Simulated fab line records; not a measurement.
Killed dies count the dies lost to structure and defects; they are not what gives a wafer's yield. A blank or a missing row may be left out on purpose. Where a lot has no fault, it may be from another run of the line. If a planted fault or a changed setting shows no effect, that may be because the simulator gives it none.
Which tool was responsible? / flow gf180mcu / 10 lots, 30 wafers sampled, at 6 steps of a route of 602

## WHAT EACH GAUGE READ, for each wafer
GF_V3_BOW_MEAS_05. Usual: V3_BOW 117 um, standard deviation 8.9.
lot=L537; measured=day 22 05:29; on=film-metro-01; V3_BOW (um)=112 106 99; flag=
lot=L541; measured=day 23 21:50; on=film-metro-01; V3_BOW (um)=104 115 117; flag=
lot=L544; measured=day 24 15:29; on=film-metro-01; V3_BOW (um)=112 105 121; flag=
lot=L543; measured=day 24 18:54; on=film-metro-02; V3_BOW (um)=108 114 117; flag=
lot=L548; measured=day 25 22:52; on=film-metro-02; V3_BOW (um)=127 114 127; flag=
lot=L551; measured=day 26 14:21; on=film-metro-04; V3_BOW (um)=118 113 113; flag=
lot=L553; measured=day 27 10:05; on=film-metro-02; V3_BOW (um)=116 138 122; flag=
lot=L556; measured=day 28 04:28; on=film-metro-02; V3_BOW (um)=130 115 117; flag=
lot=L557; measured=day 28 10:26; on=film-metro-02; V3_BOW (um)=125 118 110; flag=
lot=L558; measured=day 28 21:53; on=film-metro-04; V3_BOW (um)=100 116 111; flag=

GF_V3_RS_MEAS_24: measurement is done with a four-point probe. Usual: V3_W_RS 0.327 ohm/sq, standard deviation 0.0041.
lot=L537; measured=day 23 05:34; on=film-metro-02; V3_W_RS (ohm/sq)=0.326 0.325 0.327; flag=
lot=L541; measured=day 24 20:34; on=film-metro-02; V3_W_RS (ohm/sq)=0.326 0.325 0.327; flag=
lot=L544; measured=day 25 14:30; on=film-metro-01; V3_W_RS (ohm/sq)=0.270 0.271 0.274; flag=OFF
lot=L543; measured=day 25 17:10; on=film-metro-04; V3_W_RS (ohm/sq)=0.268 0.269 0.268; flag=OFF
lot=L548; measured=day 26 20:31; on=film-metro-04; V3_W_RS (ohm/sq)=0.324 0.324 0.323; flag=
lot=L551; measured=day 27 11:50; on=film-metro-01; V3_W_RS (ohm/sq)=0.324 0.329 0.324; flag=
lot=L553; measured=day 28 07:59; on=film-metro-02; V3_W_RS (ohm/sq)=0.329 0.323 0.326; flag=
lot=L556; measured=day 29 01:05; on=film-metro-04; V3_W_RS (ohm/sq)=0.326 0.322 0.323; flag=
lot=L557; measured=day 29 06:51; on=film-metro-02; V3_W_RS (ohm/sq)=0.325 0.326 0.324; flag=
lot=L558; measured=day 29 18:14; on=film-metro-04; V3_W_RS (ohm/sq)=0.325 0.330 0.327; flag=

GF_V3_THK_MEAS_25: measures by xrf. Usual: V3_W_THK 349 nm, standard deviation 5.5.
lot=L537; measured=day 23 05:41; on=film-metro-02; V3_W_THK (nm)=348 351 349; flag=
lot=L541; measured=day 24 20:41; on=film-metro-02; V3_W_THK (nm)=348 351 349; flag=
lot=L544; measured=day 25 14:37; on=film-metro-01; V3_W_THK (nm)=418 419 413; flag=OFF
lot=L543; measured=day 25 17:16; on=film-metro-04; V3_W_THK (nm)=418 417 423; flag=OFF
lot=L548; measured=day 26 20:38; on=film-metro-04; V3_W_THK (nm)=350 350 351; flag=
lot=L551; measured=day 27 11:57; on=film-metro-01; V3_W_THK (nm)=357 350 356; flag=
lot=L553; measured=day 28 08:05; on=film-metro-02; V3_W_THK (nm)=348 354 348; flag=
lot=L556; measured=day 29 01:11; on=film-metro-04; V3_W_THK (nm)=347 351 349; flag=
lot=L557; measured=day 29 06:58; on=film-metro-02; V3_W_THK (nm)=353 351 354; flag=
lot=L558; measured=day 29 18:22; on=film-metro-04; V3_W_THK (nm)=348 343 346; flag=

## EACH LOT AND THE TOOL THAT RAN IT (in order: tool; ch and the chambers of the sampled wafers; start)
lot=L537; GF_M3_SPUTTER_01=pvd-sputter-02, day 21 04:48; GF_V3_SPUTTER_21=pvd-sputter-03, day 23 05:20; GF_V3_CVD_23=cvd-w-01 ch 0,1, day 23 05:26
lot=L541; GF_M3_SPUTTER_01=pvd-sputter-04, day 22 22:14; GF_V3_SPUTTER_21=pvd-sputter-03, day 24 20:20; GF_V3_CVD_23=cvd-w-02 ch 0, day 24 20:26
lot=L544; GF_M3_SPUTTER_01=pvd-sputter-01, day 23 16:23; GF_V3_SPUTTER_21=pvd-sputter-04, day 25 14:17; GF_V3_CVD_23=cvd-w-02 ch 1, day 25 14:23
lot=L543; GF_M3_SPUTTER_01=pvd-sputter-01, day 23 19:51; GF_V3_SPUTTER_21=pvd-sputter-01, day 25 16:56; GF_V3_CVD_23=cvd-w-02 ch 0, day 25 17:02
lot=L548; GF_M3_SPUTTER_01=pvd-sputter-01, day 24 23:11; GF_V3_SPUTTER_21=pvd-sputter-04, day 26 20:11; GF_V3_CVD_23=cvd-w-01 ch 0, day 26 20:17
lot=L551; GF_M3_SPUTTER_01=pvd-sputter-01, day 25 15:50; GF_V3_SPUTTER_21=pvd-sputter-04, day 27 11:37; GF_V3_CVD_23=cvd-w-01 ch 0,1, day 27 11:43
lot=L553; GF_M3_SPUTTER_01=pvd-sputter-02, day 26 11:40; GF_V3_SPUTTER_21=pvd-sputter-04, day 28 07:44; GF_V3_CVD_23=cvd-w-01 ch 0,1, day 28 07:52
lot=L556; GF_M3_SPUTTER_01=pvd-sputter-04, day 27 06:37; GF_V3_SPUTTER_21=pvd-sputter-03, day 29 00:50; GF_V3_CVD_23=cvd-w-02 ch 0,1, day 29 00:59
lot=L557; GF_M3_SPUTTER_01=pvd-sputter-04, day 27 12:46; GF_V3_SPUTTER_21=pvd-sputter-01, day 29 06:38; GF_V3_CVD_23=cvd-w-01 ch 0,1, day 29 06:44
lot=L558; GF_M3_SPUTTER_01=pvd-sputter-04, day 28 01:08; GF_V3_SPUTTER_21=pvd-sputter-03, day 29 18:01; GF_V3_CVD_23=cvd-w-02 ch 0,1, day 29 18:07
- GF_M3_SPUTTER_01: material TiN, target thk 30 nm, time 25 s.
- GF_V3_SPUTTER_21: material Ti, target thk 15 nm, time 80.02 s.
- GF_V3_CVD_23: deposits W, target thk 350 nm, time 104.9 s.

## WHAT THE TOOLS THEMSELVES READ (means of the sampled wafers that have a number; where no wafer has one, the mark that the record gives instead)
GF_M3_SPUTTER_01. Usual: cathode-dc-power-W 6500.1 W, standard deviation 1.2; throttle-valve-pct 29.9 %, standard deviation 1.2.
lot=L537; tool=pvd-sputter-02; cathode-dc-power-W (W)=6500.3; throttle-valve-pct (%)=28.6; flag=
lot=L541; tool=pvd-sputter-04; cathode-dc-power-W (W)=6500.1; throttle-valve-pct (%)=30.2; flag=
lot=L544; tool=pvd-sputter-01; cathode-dc-power-W (W)=6499.1; throttle-valve-pct (%)=31.0; flag=
lot=L543; tool=pvd-sputter-01; cathode-dc-power-W (W)=6500.5; throttle-valve-pct (%)=29.7; flag=
lot=L548; tool=pvd-sputter-01; cathode-dc-power-W (W)=6500.1; throttle-valve-pct (%)=30.2; flag=
lot=L551; tool=pvd-sputter-01; cathode-dc-power-W (W)=6500.7; throttle-valve-pct (%)=29.3; flag=
lot=L553; tool=pvd-sputter-02; cathode-dc-power-W (W)=6499.6; throttle-valve-pct (%)=29.0; flag=
lot=L556; tool=pvd-sputter-04; cathode-dc-power-W (W)=6499.8; throttle-valve-pct (%)=30.2; flag=
lot=L557; tool=pvd-sputter-04; cathode-dc-power-W (W)=6498.6; throttle-valve-pct (%)=30.3; flag=
lot=L558; tool=pvd-sputter-04; cathode-dc-power-W (W)=6500.4; throttle-valve-pct (%)=29.8; flag=

GF_V3_SPUTTER_21. Usual: cathode-dc-power-W 2500.0 W, standard deviation 0.44; throttle-valve-pct 30.0 %, standard deviation 1.1.
lot=L537; tool=pvd-sputter-03; cathode-dc-power-W (W)=2499.9; throttle-valve-pct (%)=29.4; flag=
lot=L541; tool=pvd-sputter-03; cathode-dc-power-W (W)=2499.9; throttle-valve-pct (%)=29.6; flag=
lot=L544; tool=pvd-sputter-04; cathode-dc-power-W (W)=2499.9; throttle-valve-pct (%)=29.9; flag=
lot=L543; tool=pvd-sputter-01; cathode-dc-power-W (W)=2500.0; throttle-valve-pct (%)=29.7; flag=
lot=L548; tool=pvd-sputter-04; cathode-dc-power-W (W)=2499.9; throttle-valve-pct (%)=30.3; flag=
lot=L551; tool=pvd-sputter-04; cathode-dc-power-W (W)=2499.7; throttle-valve-pct (%)=29.7; flag=
lot=L553; tool=pvd-sputter-04; cathode-dc-power-W (W)=2500.1; throttle-valve-pct (%)=30.6; flag=
lot=L556; tool=pvd-sputter-03; cathode-dc-power-W (W)=2500.4; throttle-valve-pct (%)=29.1; flag=
lot=L557; tool=pvd-sputter-01; cathode-dc-power-W (W)=2500.4; throttle-valve-pct (%)=30.2; flag=
lot=L558; tool=pvd-sputter-03; cathode-dc-power-W (W)=2500.1; throttle-valve-pct (%)=29.5; flag=

GF_V3_CVD_23. Usual: heater-power-w 863 W, standard deviation 160; susceptor-temp-C 400.00 C, standard deviation 0.24.
lot=L537; tool=cvd-w-01; heater-power-w (W)=716; susceptor-temp-C (C)=400.32; flag=
lot=L541; tool=cvd-w-02; heater-power-w (W)=1003; susceptor-temp-C (C)=399.73; flag=
lot=L544; tool=cvd-w-02; heater-power-w (W)=1140; susceptor-temp-C (C)=410.95; flag=OFF
lot=L543; tool=cvd-w-02; heater-power-w (W)=1070; susceptor-temp-C (C)=411.22; flag=OFF
lot=L548; tool=cvd-w-01; heater-power-w (W)=690; susceptor-temp-C (C)=400.00; flag=
lot=L551; tool=cvd-w-01; heater-power-w (W)=714; susceptor-temp-C (C)=400.06; flag=
lot=L553; tool=cvd-w-01; heater-power-w (W)=725; susceptor-temp-C (C)=399.74; flag=
lot=L556; tool=cvd-w-02; heater-power-w (W)=1056; susceptor-temp-C (C)=400.08; flag=
lot=L557; tool=cvd-w-01; heater-power-w (W)=724; susceptor-temp-C (C)=399.80; flag=
lot=L558; tool=cvd-w-02; heater-power-w (W)=1050; susceptor-temp-C (C)=399.89; flag=

## THE ANSWER, worked out from the rows above alone
Rule: a lot counts as off when the mean over its wafers that have a number is more than 3 standard deviations away from the usual mean. A lot without any number at a reading at which 4 lots or more have one is off too. The other lots that the step has rows for count as sound. After the gauges, taken in route order, come the tools' own readings; for these a lot's mean is taken, as printed above. The first step at which some lot is off is used, and at that step the reading that is off furthest; a lot without a number counts as furthest.
Off: at GF_V3_RS_MEAS_24 (V3_W_RS), L544, L543.
A tool fits if, at a process step before that reading, it ran every lot that is off, and no sound lot after the first of them. Not tried: the gauges at GF_V3_RS_MEAS_24; whatever is off there is also off at GF_V3_CVD_23, on other tools, and gauge error can't account for it. No candidate that was tried fits.

## WHAT HAD BEEN PUT IN BY THE SIMULATOR
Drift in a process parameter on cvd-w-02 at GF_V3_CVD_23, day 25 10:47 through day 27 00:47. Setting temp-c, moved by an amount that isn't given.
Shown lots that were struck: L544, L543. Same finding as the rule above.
